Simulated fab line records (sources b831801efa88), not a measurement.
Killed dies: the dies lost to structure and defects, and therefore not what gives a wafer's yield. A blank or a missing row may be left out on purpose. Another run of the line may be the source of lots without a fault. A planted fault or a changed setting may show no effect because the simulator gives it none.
Comparing a struck lot with a sound one :: flow sky130 :: 14 out of 708 route steps
Sound: wafers L819.1, L819.3, L819.5. The struck wafers were L816.1, L816.4, L816.5. At the end, the cause is stated.
For every step that has rows: the tool of each side, followed by ch and its chambers, followed by its first start. Under that, the readings that differ: sound wafers :: struck wafers :: difference of the means :: sigmas: that difference in standard deviations of wafers without a fault.
alike: words and numbers the same on both sides, and readings whose means are apart by under 2 such deviations; not compared: readings that were withheld, readings missing a value for some wafer, numbers with overlapping values and no deviation given by the record, and bounds like >300 which may hide the same value.
Wherever a step has rows on one side only, a row that says differs or no value, or a row with sigmas, the two part there. Numbers that don't overlap but have no deviation are shown without sigmas and don't part them. A reading that every wafer of one side lacks parts them only if that side has two wafers or more.

SKY_VIA3_OVL_MEAS_13:
  sound on overlay-02, day 45 02:47; struck on overlay-02, day 44 09:43
  alike: VIA3_OVL
SKY_VIA3_ETCH_14: etches BARC in N2/H2, stops on SiO2, time 45.9 s, target depth 60 nm.
  sound on rieDiel-03 ch 1,2,3, day 45 02:49; struck on rieDiel-03 ch 0,1,3, day 44 09:45
  alike: drypumpMotorCurrentA, oesProductAu, throttleValvePct
  not compared: rfHoursCounterH
SKY_VIA3_ETCH_15: etches SiO2 in C4F8/O2/Ar, stops on TiN, target depth 507 nm, time 78 s.
  sound on rieDiel-03 ch 1,2,3, day 45 02:52; struck on rieDiel-03 ch 0,1,3, day 44 09:47
  alike: oesProductAu
  not compared: rfHoursCounterH
SKY_VIA3_STRIP_16: strips in O2/N2.
  sound on plasmaAsher-04 ch 0,1, day 45 02:55; struck on plasmaAsher-04 ch 0,1, day 44 09:51
  alike: drypumpMotorCurrentA, oesProductAu, stripTimeToEndpointS
  not compared: rfHoursCounterH
then, 4 steps without rows for these wafers: SKY_VIA3_STRIP_17 (strips in post etch residue remover, time 1200 s); SKY_VIA3_CLEAN_18 (cleans in IPA, time 180 s); SKY_VIA3_CLEAN_19 (cleans in O3/DIW); SKY_VIA3_SPUTTER_20 (material TiN, target thk 20 nm, time 80 s).
SKY_VIA3_CVD_21: deposits W, target thk 390 nm, time 117.31 s.
  sound on cvdW-01 ch 0,1, day 45 03:49; struck on cvdW-01 ch 0,1, day 44 10:34
  alike: heaterPowerW
SKY_VIA3_RS_MEAS_22: the measuring method here is four-point-probe.
  sound on filmMetro-02, day 45 03:56; struck on filmMetro-01, day 44 10:41
  alike: VIA3_W_RS
SKY_VIA3_THK_MEAS_23: measures by xrf.
  sound on filmMetro-02, day 45 04:04; struck on filmMetro-01, day 44 10:49
  alike: VIA3_W_THK
then, 1 step without rows for these wafers: SKY_VIA3_CMP_24 (polishes, stops on SiO2, t overpolish 20 s, target thk 0 nm).
SKY_METAL4_SPUTTER_00: material Ti, target thk 15 nm, time 10 s.
  sound on pvdSputter-02, day 45 04:41; struck on pvdSputter-01, day 44 11:10
  no value came back on the struck wafers for cathodeDcPowerW (W), chamberPressurePa (Pa), throttleValvePct (%); on the sound wafers cathodeDcPowerW (W) reads 3000.5 2999.5 3000.0
SKY_METAL4_SPUTTER_01: material TiN, target thk 20 nm, time 16.7 s.
  sound on pvdSputter-02, day 45 04:43; struck on pvdSputter-01, day 44 11:12
  alike: cathodeDcPowerW, chamberPressurePa, throttleValvePct

== WHERE THEY PART ==
Within this record, at SKY_METAL4_SPUTTER_00 only. Later steps at which nothing parts them and some readings are alike: SKY_METAL4_SPUTTER_01.

WHY: what had been put in by the simulator
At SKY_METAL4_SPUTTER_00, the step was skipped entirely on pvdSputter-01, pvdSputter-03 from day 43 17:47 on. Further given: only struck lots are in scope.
